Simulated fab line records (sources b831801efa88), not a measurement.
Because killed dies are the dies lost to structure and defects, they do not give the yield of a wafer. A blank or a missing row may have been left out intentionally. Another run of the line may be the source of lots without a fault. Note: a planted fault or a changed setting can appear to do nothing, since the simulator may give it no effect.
Commonality check across tools ; flow sky130 ; Sample size 12 lots and 36 wafers

## REASON IT WAS OPENED
Of 12 lots, 2 have the reading PWDE_RS flagged at SKY_NWELL_RS_MEAS_31. Fault-free wafers read 5271 ohm/sq, with a standard deviation of 21.
Rule: a lot is flagged when every wafer of it that has a number lies more than 4 standard deviations from that mean, or none has a number. All remaining lots are regarded as sound.

lot;measured;on;PWDE_RS (ohm/sq), wafer by wafer;flag
L306;day 5 21:58;film_metro-02;5262 5258 5252;
L310;day 6 23:19;film_metro-02;5278 5265 5254;
L311;day 7 08:00;film_metro-02;5321 5308 5322;
L312;day 7 09:05;film_metro-02;5282 5283 5273;
L313;day 7 11:59;film_metro-02;5283 5292 5278;
L314;day 7 23:20;film_metro-02;5274 5271 5306;
L315;day 8 05:25;film_metro-02;5274 5277 5254;
L320;day 9 12:28;film_metro-01;5240 5249 5247;
L323;day 10 05:58;film_metro-02;5008 5006 5007;FLAGGED
L324;day 10 12:33;film_metro-01;5012 5020 5012;FLAGGED
L326;day 10 19:26;film_metro-01;5285 5308 5288;
L327;day 11 06:20;film_metro-02;5242 5245 5262;
On average the flagged lots' numbers are 5011 ohm/sq, which is -260 ohm/sq against the usual, or -12 standard deviations.

## EACH LOT AND THE TOOL IT RAN ON
The record holds 3 process steps before the reading, out of a route of 708 steps. In each cell: the tool, then ch and the chambers that the sampled wafers went through, then the start.
lot;flag;SKY_DNWELL_STRIP_08;SKY_PWDE_IMPLANT_08;SKY_NWELL_STRIP_25
L306;;plasma_asher-01 ch 0,1, day 3 16:57;implanter-01 ch 0, day 4 08:46;plasma_asher-02 ch 0,1, day 5 21:25
L310;;plasma_asher-03 ch 0,1, day 4 15:04;implanter-03 ch 0, day 5 09:20;plasma_asher-02 ch 0,1, day 6 22:46
L311;;plasma_asher-01 ch 0,1, day 4 23:10;implanter-03 ch 0, day 5 16:28;plasma_asher-04 ch 0,1, day 7 07:26
L312;;plasma_asher-03 ch 0,1, day 4 23:59;implanter-02 ch 0, day 5 17:41;plasma_asher-04 ch 0,1, day 7 08:31
L313;;plasma_asher-01 ch 0,1, day 5 01:51;implanter-02 ch 0, day 5 19:23;plasma_asher-02 ch 0,1, day 7 11:26
L314;;plasma_asher-01 ch 0,1, day 5 11:08;implanter-03 ch 0, day 6 05:43;plasma_asher-04 ch 0, day 7 22:46
L315;;plasma_asher-01 ch 0,1, day 5 16:56;implanter-02 ch 0, day 6 12:04;plasma_asher-02 ch 0,1, day 8 04:52
L320;;plasma_asher-01 ch 1, day 6 21:04;implanter-01 ch 0, day 7 17:02;plasma_asher-02 ch 0,1, day 9 11:55
L323;FLAGGED;plasma_asher-02 ch 0,1, day 7 12:46;implanter-03 ch 0, day 8 08:59;plasma_asher-04 ch 0,1, day 10 05:25
L324;FLAGGED;plasma_asher-01 ch 0,1, day 7 18:28;implanter-03 ch 0, day 8 15:32;plasma_asher-04 ch 0,1, day 10 11:59
L326;;plasma_asher-03 ch 0,1, day 8 02:13;implanter-01 ch 0, day 8 22:48;plasma_asher-02 ch 0,1, day 10 18:47
L327;;plasma_asher-01 ch 0,1, day 8 10:54;implanter-02 ch 0, day 9 08:20;plasma_asher-04 ch 0,1, day 11 05:46
What the steps here do:
- SKY_DNWELL_STRIP_08: strips in O2/N2.
- SKY_PWDE_IMPLANT_08
- SKY_NWELL_STRIP_25: strips in O2/N2.
- SKY_NWELL_RS_MEAS_31: measures by four-point-probe.

## FLAGGED OVER TOTAL, TOOL BY TOOL (the gauges that took the reading come last)
step;tool;lots run;flagged;share of the flagged lots;sound lots run after its first flagged lot
SKY_DNWELL_STRIP_08;plasma_asher-01;8;1;some;1 (L327)
SKY_DNWELL_STRIP_08;plasma_asher-02;1;1;some;0
SKY_DNWELL_STRIP_08;plasma_asher-03;3;0;none;-
SKY_PWDE_IMPLANT_08;implanter-01;3;0;none;-
SKY_PWDE_IMPLANT_08;implanter-02;4;0;none;-
SKY_PWDE_IMPLANT_08;implanter-03;5;2;all;0
SKY_NWELL_STRIP_25;plasma_asher-02;6;0;none;-
SKY_NWELL_STRIP_25;plasma_asher-04;6;2;all;1 (L327)
SKY_NWELL_RS_MEAS_31;film_metro-01;3;1;some;1 (L326)
SKY_NWELL_RS_MEAS_31;film_metro-02;9;1;some;1 (L327)

## WHAT IS ALLOWED BY THE TABLE
Rows of the table that ran all the flagged lots, 2 in number: implanter-03 at SKY_PWDE_IMPLANT_08; plasma_asher-04 at SKY_NWELL_STRIP_25.
- implanter-03 at SKY_PWDE_IMPLANT_08: 2 of its 5 lots flagged. It ran its last sound lot, L314, at day 6 05:43 and its first flagged lot, L323, at day 8 08:59: a fault with its onset between the two fits. Its own readings lie more than 4 standard deviations out on every wafer of the flagged lots: dose_ions_cm2.
- plasma_asher-04 at SKY_NWELL_STRIP_25: 2 of its 6 lots flagged. Sound lots followed the first flagged one (L327) on it, something a lasting fault affecting the whole tool could not allow.
Just one tool remains: implanter-03 at SKY_PWDE_IMPLANT_08.

## WHAT THE SIMULATOR HAD INSERTED
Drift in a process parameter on implanter-03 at SKY_PWDE_IMPLANT_08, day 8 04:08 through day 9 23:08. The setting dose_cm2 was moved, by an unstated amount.
Lots struck among those shown: L323, L324. The rule above reached the same finding.
